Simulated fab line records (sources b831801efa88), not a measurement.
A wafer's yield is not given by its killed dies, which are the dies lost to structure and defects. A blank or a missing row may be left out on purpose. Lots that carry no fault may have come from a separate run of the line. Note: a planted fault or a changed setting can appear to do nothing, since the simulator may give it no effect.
The tool behind it: which one? + flow gf180mcu + 15 lots with 45 wafers sampled at 4 steps, on a route of 602 steps

WHAT THE GAUGES SHOWED, per wafer
GF_PASSIVATION_BOW_MEAS_14. Usual: PASSIVATION_BOW gives 136 um (standard deviation 11).
| lot  | measured     | on            | PASSIVATION_BOW (um) | flag |
|------|--------------|---------------|----------------------|------|
| L778 | day 28 19:07 | film-metro-02 | 127 117 124          |      |
| L779 | day 29 10:34 | film-metro-02 | 135 127 140          |      |
| L780 | day 29 13:58 | film-metro-04 | 135 140 133          |      |
| L781 | day 29 22:26 | film-metro-01 | 148 146 152          |      |
| L782 | day 30 04:20 | film-metro-01 | 134 123 122          |      |
| L783 | day 30 13:10 | film-metro-02 | 137 125 122          |      |
| L784 | day 30 20:57 | film-metro-02 | 127 127 120          |      |
| L785 | day 31 03:45 | film-metro-01 | 139 136 135          |      |
| L797 | day 34 06:14 | film-metro-04 | 144 133 135          |      |
| L798 | day 34 11:13 | film-metro-04 | 122 132 116          |      |
| L799 | day 34 13:10 | film-metro-02 | 140 140 142          |      |
| L801 | day 35 00:57 | film-metro-02 | 137 132 143          |      |

WHICH TOOL RAN EACH LOT (tool, then ch and the chambers of the sampled wafers, then the start)
| lot  | GF_TOP_METAL_SPUTTER_02      | GF_TOP_METAL_EXPOSE_11              | GF_PASSIVATION_STRIP_12              |
|------|------------------------------|-------------------------------------|--------------------------------------|
| L778 | pvd-sputter-02, day 27 00:26 | iline-stepper-01 ch 0, day 27 10:50 | plasma-asher-01 ch 1, day 28 17:29   |
| L779 | pvd-sputter-02, day 27 16:41 | iline-stepper-01 ch 0, day 28 03:03 | plasma-asher-04 ch 0,1, day 29 08:48 |
| L780 | pvd-sputter-02, day 27 20:18 | iline-stepper-01 ch 0, day 28 06:31 | plasma-asher-03 ch 0,1, day 29 12:22 |
| L781 | pvd-sputter-02, day 28 05:05 | iline-stepper-02 ch 0, day 28 15:01 | plasma-asher-01 ch 0,1, day 29 20:50 |
| L782 | pvd-sputter-02, day 28 11:32 | iline-stepper-01 ch 0, day 28 21:25 | plasma-asher-03 ch 0,1, day 30 02:44 |
| L783 | pvd-sputter-01, day 28 20:37 | iline-stepper-01 ch 0, day 29 06:19 | plasma-asher-01 ch 1, day 30 11:12   |
| L784 | pvd-sputter-01, day 29 05:40 | iline-stepper-01 ch 0, day 29 15:08 | plasma-asher-01 ch 0,1, day 30 19:21 |
| L785 | pvd-sputter-04, day 29 12:07 | iline-stepper-02 ch 0, day 29 22:12 | plasma-asher-01 ch 0,1, day 31 02:09 |
| L788 | pvd-sputter-02, day 30 09:07 | iline-stepper-02, day 30 18:20      | -                                    |
| L789 | pvd-sputter-02, day 30 18:13 | iline-stepper-02, day 31 03:06      | -                                    |
| L790 | pvd-sputter-04, day 30 22:08 | iline-stepper-01, day 31 07:26      | -                                    |
| L797 | pvd-sputter-04, day 32 19:44 | iline-stepper-01 ch 0, day 33 04:04 | plasma-asher-03 ch 0,1, day 34 04:38 |
| L798 | pvd-sputter-02, day 33 00:48 | iline-stepper-01 ch 0, day 33 09:01 | plasma-asher-03 ch 0,1, day 34 09:36 |
| L799 | pvd-sputter-04, day 33 04:03 | iline-stepper-01 ch 0, day 33 11:52 | plasma-asher-03 ch 0,1, day 34 11:30 |
| L801 | pvd-sputter-02, day 33 16:50 | iline-stepper-02 ch 0, day 34 00:43 | plasma-asher-01 ch 0,1, day 34 23:21 |
- GF_TOP_METAL_SPUTTER_02: material AlCu, target thk 900 nm, time 47.82 s.
- GF_TOP_METAL_EXPOSE_11: exposes mask MetalTop, target cd 440 nm.
- GF_PASSIVATION_STRIP_12: strips in O2/N2.

WHAT THE TOOLS THEMSELVES READ (means of the sampled wafers that have a number; where no wafer has one, the mark that the record gives instead)
GF_TOP_METAL_SPUTTER_02. Usual: throttle-valve-pct at 30.5 %, with a standard deviation of 0.7.
| lot  | tool           | throttle-valve-pct (%) | flag |
|------|----------------|------------------------|------|
| L778 | pvd-sputter-02 | 30.8                   |      |
| L779 | pvd-sputter-02 | 30.7                   |      |
| L780 | pvd-sputter-02 | 31.0                   |      |
| L781 | pvd-sputter-02 | 31.0                   |      |
| L782 | pvd-sputter-02 | 30.6                   |      |
| L783 | pvd-sputter-01 | 29.6                   |      |
| L784 | pvd-sputter-01 | 30.2                   |      |
| L785 | pvd-sputter-04 | 30.1                   |      |
| L788 | pvd-sputter-02 | 30.2                   |      |
| L789 | pvd-sputter-02 | 31.3                   |      |
| L790 | pvd-sputter-04 | 30.3                   |      |
| L797 | pvd-sputter-04 | 30.4                   |      |
| L798 | pvd-sputter-02 | 31.1                   |      |
| L799 | pvd-sputter-04 | 30.8                   |      |
| L801 | pvd-sputter-02 | 31.0                   |      |

GF_TOP_METAL_EXPOSE_11. Usual: exposure-dose-mJ-cm2 169.2, standard deviation 0.57; focus-offset-nm 0.1 nm, standard deviation 0.59.
| lot  | tool             | exposure-dose-mJ-cm2 | focus-offset-nm (nm) | flag |
|------|------------------|----------------------|----------------------|------|
| L778 | iline-stepper-01 | 170.0                | 0.1                  |      |
| L779 | iline-stepper-01 | 168.9                | -0.5                 |      |
| L780 | iline-stepper-01 | 168.8                | -0.2                 |      |
| L781 | iline-stepper-02 | 169.9                | -0.1                 |      |
| L782 | iline-stepper-01 | 168.6                | -0.1                 |      |
| L783 | iline-stepper-01 | 168.6                | 0.2                  |      |
| L784 | iline-stepper-01 | 168.7                | 0.5                  |      |
| L785 | iline-stepper-02 | 169.7                | 0.3                  |      |
| L788 | iline-stepper-02 | -                    | -                    | OFF  |
| L789 | iline-stepper-02 | -                    | -                    | OFF  |
| L790 | iline-stepper-01 | -                    | -                    | OFF  |
| L797 | iline-stepper-01 | 168.8                | 0.8                  |      |
| L798 | iline-stepper-01 | 168.8                | -0.2                 |      |
| L799 | iline-stepper-01 | 168.8                | -0.6                 |      |
| L801 | iline-stepper-02 | 169.9                | 0.1                  |      |

GF_PASSIVATION_STRIP_12. Usual: chamber-pressure-mTorr 1499.9 mTorr, standard deviation 1.3; drypump-motor-current-A 5.7 A, standard deviation 0.46; heater-power-w 354 W, standard deviation 37; n2-flow-sccm 300.1 sccm, standard deviation 0.87; oes-product-au 0.719 a.u., standard deviation 0.0042; strip-time-to-endpoint-s 34.72 s, standard deviation 0.22.
| lot  | tool            | chamber-pressure-mTorr (mTorr) | drypump-motor-current-A (A) | heater-power-w (W) | n2-flow-sccm (sccm) | oes-product-au (a.u.) | strip-time-to-endpoint-s (s) | flag |
|------|-----------------|--------------------------------|-----------------------------|--------------------|---------------------|-----------------------|------------------------------|------|
| L778 | plasma-asher-01 | 1499.3                         | 5.7                         | 310                | 300.5               | 0.719                 | 34.58                        |      |
| L779 | plasma-asher-04 | 1501.0                         | 6.0                         | 325                | 300.3               | 0.723                 | 34.76                        |      |
| L780 | plasma-asher-03 | 1499.5                         | 6.0                         | 378                | 300.4               | 0.720                 | 34.64                        |      |
| L781 | plasma-asher-01 | 1500.7                         | 5.6                         | 334                | 299.9               | 0.721                 | 34.74                        |      |
| L782 | plasma-asher-03 | 1500.0                         | 6.0                         | 385                | 299.9               | 0.720                 | 34.94                        |      |
| L783 | plasma-asher-01 | 1502.0                         | 5.7                         | 308                | 300.5               | 0.720                 | 34.70                        |      |
| L784 | plasma-asher-01 | 1500.5                         | 5.6                         | 334                | 300.6               | 0.719                 | 34.37                        |      |
| L785 | plasma-asher-01 | 1499.9                         | 5.6                         | 352                | 300.0               | 0.717                 | 34.50                        |      |
| L797 | plasma-asher-03 | 1499.4                         | 6.0                         | 384                | 299.7               | 0.717                 | 34.70                        |      |
| L798 | plasma-asher-03 | 1500.2                         | 5.6                         | 361                | 300.6               | 0.716                 | 34.90                        |      |
| L799 | plasma-asher-03 | 1498.6                         | 5.6                         | 357                | 299.8               | 0.717                 | 34.70                        |      |
| L801 | plasma-asher-01 | 1500.0                         | 5.6                         | 354                | 300.3               | 0.719                 | 35.09                        |      |

THE ANSWER, worked out from the rows above alone
Rule: a lot counts as off when the mean over its wafers that have a number is more than 3 standard deviations away from the usual mean. A lot without any number at a reading at which 4 lots or more have one is off too. Any other lot the step has rows for is counted as sound. The gauges are gone through in route order, then the tools' own readings, and for those a lot's mean is taken as printed above. At the first step where some lot is off, the reading lying furthest off is the one used; lots without a number count as furthest.
Off: L788, L789, L790, at GF_TOP_METAL_EXPOSE_11 (exposure-dose-mJ-cm2). Without a number there: L788, L789, L790.
A tool fits if, at that step or a process step before it, it ran every lot that is off, and no sound lot after the first of them. No candidate that was tried fits.

WHAT HAD BEEN PUT IN BY THE SIMULATOR
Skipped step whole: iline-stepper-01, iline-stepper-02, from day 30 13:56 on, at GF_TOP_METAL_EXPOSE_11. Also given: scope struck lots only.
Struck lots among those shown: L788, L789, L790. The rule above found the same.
